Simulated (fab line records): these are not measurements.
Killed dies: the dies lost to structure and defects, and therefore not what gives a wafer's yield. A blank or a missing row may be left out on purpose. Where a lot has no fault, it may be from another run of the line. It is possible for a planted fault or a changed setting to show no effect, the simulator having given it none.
Chamber matching | flow gf180mcu | 4 sister chambers for GF_CONTACT_ETCH_16 on rie diel-03
The step etches BARC in N2/H2. 22 wafers are shown with their chamber, then 11 later ones without.

== EACH WAFER AND ITS CHAMBER ==
wafer  | chamber | drypump motor current A (A) | chamber pressure mTorr (mTorr) | oes product au (a.u.)
L075.1 | 2       | 5.7                         | 29.994                         | 0.848
L075.2 | 3       | 5.3                         | 30.017                         | 0.851
L075.3 | 1       | 5.5                         | 30.003                         | 0.851
L076.2 | 2       | 5.7                         | 29.990                         | 0.856
L076.5 | 0       | 6.3                         | 29.935                         | 0.854
L076.6 | 1       | 5.6                         | 30.029                         | 0.853
L081.4 | 0       | 6.3                         | 29.977                         | 0.853
L081.5 | 3       | 5.4                         | 30.013                         | 0.846
L081.6 | 0       | 6.3                         | 29.995                         | 0.861
L082.1 | 2       | 5.7                         | 30.004                         | 0.857
L082.4 | 2       | 5.6                         | 30.020                         | 0.857
L082.6 | 1       | 5.6                         | 30.001                         | 0.858
L083.4 | 2       | 5.6                         | 30.003                         | 0.858
L083.5 | 2       | 5.6                         | 29.968                         | 0.860
L083.6 | 1       | 5.6                         | 29.981                         | 0.861
L085.3 | 3       | 5.3                         | 29.987                         | 0.848
L085.4 | 2       | 5.6                         | 30.004                         | 0.851
L085.5 | 1       | 5.6                         | 30.025                         | 0.850
L087.1 | 2       | 5.7                         | 30.017                         | 0.858
L087.3 | 1       | 5.6                         | 29.991                         | 0.846
L087.4 | 3       | 5.3                         | 29.989                         | 0.857
L088.4 | 0       | 6.3                         | 29.972                         | 0.854

SIGNATURES (averages over the wafers above)
reading                 | chamber 0 | chamber 1 | chamber 2 | chamber 3 | scatter within a chamber
drypump motor current A | 6.300     | 5.583     | 5.650     | 5.325     | 0.0446
chamber pressure mTorr  | 29.96975  | 30.00500  | 30.00000  | 30.00150  | 0.0187
oes product au          | 0.85550   | 0.85317   | 0.85562   | 0.85050   | 0.00456
Rule: for each reading, subtract the chamber's mean from the wafer's reading, divide by that reading's scatter and square the result; add these up over the readings and take the root, which gives the wafer's distance from the chamber. The wafer belongs to the nearest chamber; if the next one is less than 2 further off, it can't be placed. The scatter: take each reading less its chamber's mean, square it, sum over the shown wafers, divide by the number of wafers less the number of chambers, and take the root.

== WAFERS MISSING THEIR CHAMBER ==
wafer  | drypump motor current A (A) | chamber pressure mTorr (mTorr) | oes product au (a.u.)
L088.5 | 5.6                         | 30.015                         | 0.853
L088.6 | 5.6                         | 30.024                         | 0.851
L090.3 | 5.4                         | 29.986                         | 0.855
L090.4 | 5.7                         | 30.031                         | 0.854
L090.6 | 6.3                         | 29.971                         | 0.863
L095.1 | 5.6                         | 29.949                         | 0.854
L095.2 | 5.7                         | 29.998                         | 0.856
L095.3 | 6.3                         | 29.969                         | 0.856
L097.1 | 5.6                         | 30.039                         | 0.859
L097.2 | 5.7                         | 30.000                         | 0.855
L097.3 | 6.3                         | 29.951                         | 0.853

== CHAMBER TAKEN BY EACH ==
wafer  | from the rows above     | in truth
L088.5 | can't be placed: 1 or 2 | 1
L088.6 | can't be placed: 1 or 2 | 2
L090.3 | 3                       | 3
L090.4 | can't be placed: 2 or 1 | 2
L090.6 | 0                       | 0
L095.1 | can't be placed: 2 or 1 | 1
L095.2 | can't be placed: 2 or 1 | 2
L095.3 | 0                       | 0
L097.1 | can't be placed: 1 or 2 | 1
L097.2 | can't be placed: 2 or 1 | 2
L097.3 | 0                       | 0
4 of 11 placed correctly. Can't be placed from these rows: 7 (the true chamber is among the candidates in 7). 0 placed wrongly.
